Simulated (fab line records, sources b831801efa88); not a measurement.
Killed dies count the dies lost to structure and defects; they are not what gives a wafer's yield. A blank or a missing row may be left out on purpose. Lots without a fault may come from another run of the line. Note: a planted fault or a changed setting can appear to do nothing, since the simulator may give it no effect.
The same fault as seen by 2 desks ; flow gf180mcu ; what lay behind the numbers comes last; until then each desk has only its own

FROM THE METROLOGY DESK
What the gauges read, lot by lot, whatever tool the lot ran on: means of the sampled wafers that have a number. Any lot whose mean is over 4 standard deviations away from the usual mean is out of limits and marked OUT; that distance is given in the brackets.
Columns: A = STI_OXIDATION_02_THK at GF_STI_THK_MEAS_30, usual 9.99 nm; B = LVPWELL_RS at GF_VT_IMPLANT_RS_MEAS_48, usual 1194.3 ohm/sq; C = PSD_TW at GF_PSD_TW_MEAS_11, usual 3171
lot;first seen here;A;B;C
L599;day 2 06:47;10.07;1190.5;3222
L603;day 3 02:42;10.02;1196.9;3187
L604;day 3 08:29;10.02;1195.6;3190
L605;day 3 13:01;9.97;1199.0;3122
L607;day 3 23:44;9.89;1191.3;3125
L608;day 4 06:12;9.87;1199.0;3109
L609;day 4 09:41;10.17;1191.1;3199
L614;day 5 11:07;10.00;1190.8;3198
L615;day 5 16:55;9.83;1124.1 (-25) OUT;3170
L616;day 5 21:47;10.12;1124.2 (-25) OUT;3204
L620;day 6 19:55;10.09;1195.4;3218
L622;day 7 05:37;9.98;1193.5;3163
This desk reports L615, L616 out of limits; the earliest was L615 at day 12 02:11 (LVPWELL_RS at GF_VT_IMPLANT_RS_MEAS_48). Within limits: L599, L603, L604, L605, L607, L608, L609, L614, L620, L622.

FOR THE TOOL OWNER'S DESK: implanter-04
The tool's own readings at GF_LVPWELL_IMPLANT_08: means of the sampled wafers that have a number, for each lot that ran on this tool. Any lot whose mean is over 4 standard deviations away from the usual mean is out of limits and marked OUT; that distance is given in the brackets.
Columns: A = beamEnergyKeV at GF_LVPWELL_IMPLANT_08, usual 169.99; B = doseIonsCm2 at GF_LVPWELL_IMPLANT_08, usual 1.4995e+13; C = faradayCurrentUA at GF_LVPWELL_IMPLANT_08, usual 84.7
lot;first seen here;A;B;C
L603;day 4 18:31;170.05;1.4991e+13;86.9
L605;day 5 06:29;170.03;1.5020e+13;85.6
L609;day 6 05:40;169.95;1.4983e+13;83.3
L614;day 7 08:40;170.03;1.5004e+13;84.6
L615;day 7 15:10;169.90;1.6892e+13 (+99 or more) OUT;97.4 (+7.5) OUT
L616;day 7 20:17;170.03;1.6928e+13 (+99 or more) OUT;95.0 (+6.1) OUT
Finding of this desk: L615, L616 out of limits; the first was L615 at day 7 15:10, on doseIonsCm2 at GF_LVPWELL_IMPLANT_08. Within limits: L603, L605, L609, L614.

ALL TOGETHER
On L615, L616, at day 7 15:10, an alarm was possible from the tool owner's desk.
On L615, L616, the metrology desk was in a position to raise an alarm at day 12 02:11.
Every lot named ran GF_LVPWELL_IMPLANT_08 on implanter-04.

WHAT HAD BEEN PUT IN BY THE SIMULATOR
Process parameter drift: implanter-04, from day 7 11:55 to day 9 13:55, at GF_LVPWELL_IMPLANT_08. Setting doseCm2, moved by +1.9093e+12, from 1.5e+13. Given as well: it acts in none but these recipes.
Shown lots that were struck: L615, L616.
Hours from the fault's start to each desk's first reading out of limits: the tool owner's desk, 3; the metrology desk, 110.
